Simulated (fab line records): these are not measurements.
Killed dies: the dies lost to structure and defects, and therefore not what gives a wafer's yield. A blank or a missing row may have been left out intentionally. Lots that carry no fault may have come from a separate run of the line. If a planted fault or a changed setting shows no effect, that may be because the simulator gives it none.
Matching of chambers | flow sky130 | pecvd-01 running SKY_PASSIVATION_CVD_00: 3 sister chambers
The step deposits SiO2, target thk 90 nm. 14 wafers are shown with their chamber, then 7 later ones without.

== WAFERS, EACH WITH ITS CHAMBER ==
wafer  | chamber | heater-power-w (W)
L917.1 | 1       | 760
L917.3 | 2       | 627
L917.5 | 1       | 774
L922.2 | 2       | 682
L922.3 | 0       | 806
L922.5 | 1       | 815
L929.2 | 0       | 808
L929.3 | 1       | 748
L929.5 | 2       | 630
L928.1 | 2       | 668
L928.3 | 1       | 795
L928.6 | 1       | 819
L930.1 | 2       | 657
L930.2 | 1       | 735

SIGNATURES (means of the wafers above)
reading        | chamber 0 | chamber 1 | chamber 2 | scatter within a chamber
heater-power-w | 807.00    | 778.00    | 652.80    | 28.2
Rule: for each reading, subtract the chamber's mean from the wafer's reading, divide by that reading's scatter and square the result; add these up over the readings and take the root, which gives the wafer's distance from the chamber. If the next closest chamber is less than 2 further off than the closest, the wafer can't be placed; otherwise it belongs to the closest. The scatter: the root of (the sum of the squares of (reading less its chamber's mean) over the shown wafers, divided by (wafers less chambers)).

== WAFERS WITH NO CHAMBER GIVEN ==
wafer  | heater-power-w (W)
L930.4 | 729
L932.1 | 568
L932.2 | 731
L932.4 | 586
L937.2 | 644
L937.3 | 816
L937.4 | 826

== EACH ONE'S CHAMBER ==
wafer  | from the rows above          | in truth
L930.4 | can't be placed: 1 or 2 or 0 | 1
L932.1 | 2                            | 2
L932.2 | can't be placed: 1 or 0 or 2 | 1
L932.4 | 2                            | 2
L937.2 | 2                            | 2
L937.3 | can't be placed: 0 or 1      | 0
L937.4 | can't be placed: 0 or 1      | 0
Correct placement for 3 of the 7. From these rows, 4 cannot be placed; in 4 the true chamber is one of the candidates. 0 placed wrongly.
